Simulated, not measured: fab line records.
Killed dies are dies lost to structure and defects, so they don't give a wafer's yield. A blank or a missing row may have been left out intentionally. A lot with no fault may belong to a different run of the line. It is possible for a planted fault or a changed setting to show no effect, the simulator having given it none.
Code-filled problem report in 8D (eight disciplines) form || flow gf180mcu || the parts of the form that need people (team, actions taken, sign-off) are left out

1. WHAT WENT WRONG
Mean LVPWELL_RS at GF_VT_IMPLANT_RS_MEAS_48: 1166.8 ohm/sq over 6 wafers in 2 lots; fault-free wafers: 1195.9 ohm/sq, standard deviation 2.6. That puts it -11 standard deviations away from the usual mean.
The step: measures by four-point-probe.
First observed at day 10 15:47: wafer L632.3, on film metro-02. Wafers with a number at this step in the record: 39, from 13 lots. Rule for "out" (also "out of limits"): further than 4 standard deviations from the usual mean. The other wafers with a number count as sound.

2. WHAT IT IS, AND WHAT IT ISN'T
{"question": "which readings at this step", "is": "LVPWELL_RS", "is not": "-"}
{"question": "which lots", "is": "L632, L633", "is not": "L623, L624, L626, L627, L628, L629, L631, L639, L641, L642, L643"}
{"question": "which wafers of those lots", "is": "all that have a number", "is not": "-"}
{"question": "read on which gauges", "is": "film metro-02", "is not": "film metro-01, film metro-04"}
{"question": "when", "is": "from day 10 15:47", "is not": "up to then (21 sound wafers); but 12 sound wafers of L639, L641, L642, L643 came after"}

3. SUSPECTS, AND WHAT RULES EACH OUT
Counting: a tool at a process step up to the reading stays a suspect if it ran every lot that is out and no sound lot after the first of them.
- ruled out: the gauge at GF_VT_IMPLANT_RS_MEAS_48. All the wafers that are out were read on film metro-02, but those of them that GF_LVPWELL_IMPLANT_09 has rows for are out there too, on other tools.
- implanter-01 at GF_LVPWELL_IMPLANT_09: kept. All lots that are out passed through it, beginning with L632 at day 6 09:57, and no sound lot followed; its final sound lot before that point was L629 at day 5 20:51. Its own readings are out on those wafers: dose ions cm2, faraday current uA.
Remaining after the count: implanter-01 at GF_LVPWELL_IMPLANT_09.

4. THE CAUSE (what the simulator had put in)
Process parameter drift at GF_LVPWELL_IMPLANT_09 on implanter-01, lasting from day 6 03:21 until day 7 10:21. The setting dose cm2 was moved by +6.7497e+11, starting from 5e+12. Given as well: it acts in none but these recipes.
The count eliminated every tool but this one.

5. SEQUENCE OF EFFECTS, ordered by route
One row per reading whose mean, taken over the struck wafers that have a number, lies over 3 standard deviations from the usual. Scope: only readings with a usual standard deviation given in the record; hours: median across lots of the time from each lot's start at the first step in this table that gives one to its start at this step; sigmas: change in usual standard deviations.
{"hours": 0, "step": "GF_LVPWELL_IMPLANT_09", "reading": "dose ions cm2", "usual": 5e+12, "on struck wafers": 6e+12, "change": "+7e+11", "sigmas": "+99 or more"}
{"hours": 0, "step": "GF_LVPWELL_IMPLANT_09", "reading": "faraday current uA", "usual": 28.2, "on struck wafers": 32.0, "change": "+3.8", "sigmas": "+6.4"}
{"hours": 102, "step": "GF_VT_IMPLANT_RS_MEAS_48", "reading": "LVPWELL_RS", "usual": "1195.9 ohm/sq", "on struck wafers": 1166.8, "change": -29.1, "sigmas": -11}
Its process steps:
- GF_LVPWELL_IMPLANT_09
Later measuring or inspecting steps at which every struck wafer that the step has a row for has a number for every such reading, and none has moved that far: GF_HV_LDD_OVL_MEAS_32.

6. WHAT WOULD HAVE CAUGHT IT SOONER
Counted from the fault's start at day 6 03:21, it took 108 hours until the first out-of-limits reading at a measuring or inspecting step in this record, taken at day 10 15:47.
At GF_LVPWELL_IMPLANT_09, the tool's own readings (dose ions cm2, faraday current uA) were out on each struck wafer the step has a row for, so an alarm limit on them would have fired on the first such wafer.
The start of GF_LVPWELL_IMPLANT_09 on implanter-01 came by day 10 15:47 for every one of the lots that are out (2). Tool hold at that time: it would have spared none of them.
